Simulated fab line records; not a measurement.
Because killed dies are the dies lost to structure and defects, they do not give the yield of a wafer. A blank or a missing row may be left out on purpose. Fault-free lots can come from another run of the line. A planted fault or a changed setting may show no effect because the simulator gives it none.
Which tool did it? || flow sky130 || 30 wafers from 10 lots sampled at 5 of the route's 708 steps

WHAT EACH GAUGE READ, for each wafer
SKY_LI_CONTACT_CD_MEAS_12: the cd target is 170 nm.
{"lot": "L287", "measured": "day 28 22:25", "on": "cd_sem-01", "cd_nm (nm)": "173.1 172.7 173.5"}
{"lot": "L289", "measured": "day 30 00:32", "on": "cd_sem-02", "cd_nm (nm)": "170.3 171.2 169.6"}
{"lot": "L295", "measured": "day 31 23:12", "on": "cd_sem-02", "cd_nm (nm)": "171.9 171.1 171.4"}
{"lot": "L296", "measured": "day 32 05:02", "on": "cd_sem-01", "cd_nm (nm)": "171.7 172.4 171.3"}
{"lot": "L304", "measured": "day 34 19:30", "on": "cd_sem-01", "cd_nm (nm)": "170.2 170.7 168.9"}
{"lot": "L305", "measured": "day 35 00:53", "on": "cd_sem-01", "cd_nm (nm)": "169.4 171.4 168.3"}
{"lot": "L306", "measured": "day 35 10:28", "on": "cd_sem-01", "cd_nm (nm)": "172.2 172.6 173.4"}
{"lot": "L307", "measured": "day 35 15:08", "on": "cd_sem-01", "cd_nm (nm)": "170.9 171.1 171.3"}
{"lot": "L308", "measured": "day 36 08:55", "on": "cd_sem-02", "cd_nm (nm)": "170.1 168.2 170.9"}
{"lot": "L309", "measured": "day 36 12:02", "on": "cd_sem-02", "cd_nm (nm)": "170.5 171.4 170.9"}

SKY_LI_CONTACT_OVL_MEAS_13.
{"lot": "L287", "measured": "day 28 22:31", "on": "overlay-02", "LI_CONTACT_OVL (nm)": "-9 -4 -6"}
{"lot": "L289", "measured": "day 30 00:38", "on": "overlay-02", "LI_CONTACT_OVL (nm)": "-11 -8 -12"}
{"lot": "L295", "measured": "day 31 23:19", "on": "overlay-02", "LI_CONTACT_OVL (nm)": "5 7 2"}
{"lot": "L296", "measured": "day 32 05:10", "on": "overlay-01", "LI_CONTACT_OVL (nm)": "-16 -18 -13"}
{"lot": "L304", "measured": "day 34 19:37", "on": "overlay-02", "LI_CONTACT_OVL (nm)": "-4 -2 -3"}
{"lot": "L305", "measured": "day 35 00:58", "on": "overlay-02", "LI_CONTACT_OVL (nm)": "-6 -7 3"}
{"lot": "L306", "measured": "day 35 10:34", "on": "overlay-02", "LI_CONTACT_OVL (nm)": "-3 -3 0"}
{"lot": "L307", "measured": "day 35 15:16", "on": "overlay-01", "LI_CONTACT_OVL (nm)": "-11 -8 -7"}
{"lot": "L308", "measured": "day 36 09:02", "on": "overlay-01", "LI_CONTACT_OVL (nm)": "-8 -1 -9"}
{"lot": "L309", "measured": "day 36 12:07", "on": "overlay-01", "LI_CONTACT_OVL (nm)": "-9 -11 -4"}

SKY_LOCAL_INTERCONNECT_RS_MEAS_01: a four-point-probe measurement.
{"lot": "L287", "measured": "day 28 23:49", "on": "film_metro-01", "LOCAL_INTERCONNECT_TIN_RS (ohm/sq)": "14.22 14.10 14.24"}
{"lot": "L289", "measured": "day 30 01:56", "on": "film_metro-02", "LOCAL_INTERCONNECT_TIN_RS (ohm/sq)": "13.93 14.08 14.08"}
{"lot": "L295", "measured": "day 32 04:22", "on": "film_metro-02", "LOCAL_INTERCONNECT_TIN_RS (ohm/sq)": "14.45 14.27 14.52"}
{"lot": "L296", "measured": "day 32 06:26", "on": "film_metro-03", "LOCAL_INTERCONNECT_TIN_RS (ohm/sq)": "14.20 14.07 14.17"}
{"lot": "L304", "measured": "day 34 20:53", "on": "film_metro-01", "LOCAL_INTERCONNECT_TIN_RS (ohm/sq)": "10.19 14.13 14.11 10.20 14.16 14.11"}
{"lot": "L305", "measured": "day 35 02:16", "on": "film_metro-02", "LOCAL_INTERCONNECT_TIN_RS (ohm/sq)": "10.24 14.06 14.15 10.24 14.08 14.14"}
{"lot": "L306", "measured": "day 35 11:50", "on": "film_metro-01", "LOCAL_INTERCONNECT_TIN_RS (ohm/sq)": "14.06 14.24 13.94"}
{"lot": "L307", "measured": "day 35 16:31", "on": "film_metro-03", "LOCAL_INTERCONNECT_TIN_RS (ohm/sq)": "14.09 14.20 14.03"}
{"lot": "L308", "measured": "day 36 10:19", "on": "film_metro-02", "LOCAL_INTERCONNECT_TIN_RS (ohm/sq)": "13.99 14.12 14.14"}
{"lot": "L309", "measured": "day 36 13:25", "on": "film_metro-02", "LOCAL_INTERCONNECT_TIN_RS (ohm/sq)": "13.99 13.98 14.05"}

SKY_LOCAL_INTERCONNECT_THK_MEAS_02: measures by xrf.
{"lot": "L287", "measured": "day 28 23:55", "on": "film_metro-01", "LOCAL_INTERCONNECT_TIN_THK (nm)": "99.4 100.1 99.7"}
{"lot": "L289", "measured": "day 30 02:02", "on": "film_metro-02", "LOCAL_INTERCONNECT_TIN_THK (nm)": "102.5 100.6 101.2"}
{"lot": "L295", "measured": "day 32 04:29", "on": "film_metro-02", "LOCAL_INTERCONNECT_TIN_THK (nm)": "99.4 100.3 98.2"}
{"lot": "L296", "measured": "day 32 06:34", "on": "film_metro-03", "LOCAL_INTERCONNECT_TIN_THK (nm)": "101.0 101.8 100.9"}
{"lot": "L304", "measured": "day 35 00:33", "on": "film_metro-01", "LOCAL_INTERCONNECT_TIN_THK (nm)": "137.5 100.3 100.9 137.6 100.1 100.6"}
{"lot": "L305", "measured": "day 35 06:01", "on": "film_metro-02", "LOCAL_INTERCONNECT_TIN_THK (nm)": "136.9 100.7 99.6 136.5 100.2 100.1"}
{"lot": "L306", "measured": "day 35 11:57", "on": "film_metro-01", "LOCAL_INTERCONNECT_TIN_THK (nm)": "101.0 99.4 101.8"}
{"lot": "L307", "measured": "day 35 16:38", "on": "film_metro-03", "LOCAL_INTERCONNECT_TIN_THK (nm)": "101.0 100.3 101.2"}
{"lot": "L308", "measured": "day 36 10:26", "on": "film_metro-02", "LOCAL_INTERCONNECT_TIN_THK (nm)": "101.7 100.6 100.8"}
{"lot": "L309", "measured": "day 36 13:31", "on": "film_metro-02", "LOCAL_INTERCONNECT_TIN_THK (nm)": "101.3 101.4 101.6"}

WHAT TOOL EACH LOT RAN ON (gives the tool, then ch and the chambers of the sampled wafers, and finally the start)
{"lot": "L287", "SKY_LOCAL_INTERCONNECT_SPUTTER_00": "pvd_sputter-02, day 28 23:44"}
{"lot": "L289", "SKY_LOCAL_INTERCONNECT_SPUTTER_00": "pvd_sputter-04, day 30 01:50"}
{"lot": "L295", "SKY_LOCAL_INTERCONNECT_SPUTTER_00": "pvd_sputter-04, day 32 04:18"}
{"lot": "L296", "SKY_LOCAL_INTERCONNECT_SPUTTER_00": "pvd_sputter-04, day 32 06:22"}
{"lot": "L304", "SKY_LOCAL_INTERCONNECT_SPUTTER_00": "pvd_sputter-04, day 34 20:49"}
{"lot": "L305", "SKY_LOCAL_INTERCONNECT_SPUTTER_00": "pvd_sputter-04, day 35 02:10"}
{"lot": "L306", "SKY_LOCAL_INTERCONNECT_SPUTTER_00": "pvd_sputter-02, day 35 11:46"}
{"lot": "L307", "SKY_LOCAL_INTERCONNECT_SPUTTER_00": "pvd_sputter-02, day 35 16:28"}
{"lot": "L308", "SKY_LOCAL_INTERCONNECT_SPUTTER_00": "pvd_sputter-01, day 36 10:14"}
{"lot": "L309", "SKY_LOCAL_INTERCONNECT_SPUTTER_00": "pvd_sputter-01, day 36 13:19"}
- SKY_LOCAL_INTERCONNECT_SPUTTER_00: material TiN, target thk 100 nm, time 83.3 s.

AS READ BY THE TOOLS THEMSELVES (means over the sampled wafers that have a number; for cases with no such wafer, the mark the record gives instead)
SKY_LOCAL_INTERCONNECT_SPUTTER_00.
{"lot": "L287", "tool": "pvd_sputter-02", "substrate_temp_c (C)": 300.02, "throttle_valve_pct (%)": 30.7}
{"lot": "L289", "tool": "pvd_sputter-04", "substrate_temp_c (C)": 299.97, "throttle_valve_pct (%)": 29.2}
{"lot": "L295", "tool": "pvd_sputter-04", "substrate_temp_c (C)": 300.05, "throttle_valve_pct (%)": 29.6}
{"lot": "L296", "tool": "pvd_sputter-04", "substrate_temp_c (C)": 300.02, "throttle_valve_pct (%)": 29.8}
{"lot": "L304", "tool": "pvd_sputter-04", "substrate_temp_c (C)": 300.06, "throttle_valve_pct (%)": 29.6}
{"lot": "L305", "tool": "pvd_sputter-04", "substrate_temp_c (C)": 300.10, "throttle_valve_pct (%)": 29.3}
{"lot": "L306", "tool": "pvd_sputter-02", "substrate_temp_c (C)": 300.00, "throttle_valve_pct (%)": 29.9}
{"lot": "L307", "tool": "pvd_sputter-02", "substrate_temp_c (C)": 299.90, "throttle_valve_pct (%)": 31.0}
{"lot": "L308", "tool": "pvd_sputter-01", "substrate_temp_c (C)": 299.99, "throttle_valve_pct (%)": 29.3}
{"lot": "L309", "tool": "pvd_sputter-01", "substrate_temp_c (C)": 300.06, "throttle_valve_pct (%)": 30.7}

THE ANSWER, worked out from the rows above alone
Rule: usual is defined by the lots themselves. The widest of any qualifying gaps counts: lots, ordered by their means at a reading, are off when they make up no more than a third of the lots, leave a main group of 4 or more, and stand apart from it by 3 or more times the standard deviation of that group's means. A main group is skipped when, at the precision printed for the reading in the tables above, its means are all equal. Also off: a lot with no number at a reading for which 4 or more lots have one. Any other lot the step has rows for is counted as sound. The gauges are gone through in route order, then the tools' own readings, and for those a lot's mean is taken as printed above. At the first step where some lot is off, the reading lying furthest off is the one used; lots without a number count as furthest.
Off: L304, L305, seen at SKY_LOCAL_INTERCONNECT_RS_MEAS_01 (LOCAL_INTERCONNECT_TIN_RS). For the main group the mean is 14.13 ohm/sq and the standard deviation 0.12.
If a tool, at a process step before that reading, ran all the lots that are off and no sound lot after the first of them, it fits. Gauges at SKY_LOCAL_INTERCONNECT_RS_MEAS_01: tried the same way as those tools. One fits: SKY_LOCAL_INTERCONNECT_SPUTTER_00 on pvd_sputter-04. A fault onset in the window from L296 (day 32 06:22, its last sound lot) to L304 (day 34 20:49, its first lot off) fits.

WHAT THE SIMULATOR HAD PUT IN
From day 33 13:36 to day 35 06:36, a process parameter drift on pvd_sputter-04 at SKY_LOCAL_INTERCONNECT_SPUTTER_00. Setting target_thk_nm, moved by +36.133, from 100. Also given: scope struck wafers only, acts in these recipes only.
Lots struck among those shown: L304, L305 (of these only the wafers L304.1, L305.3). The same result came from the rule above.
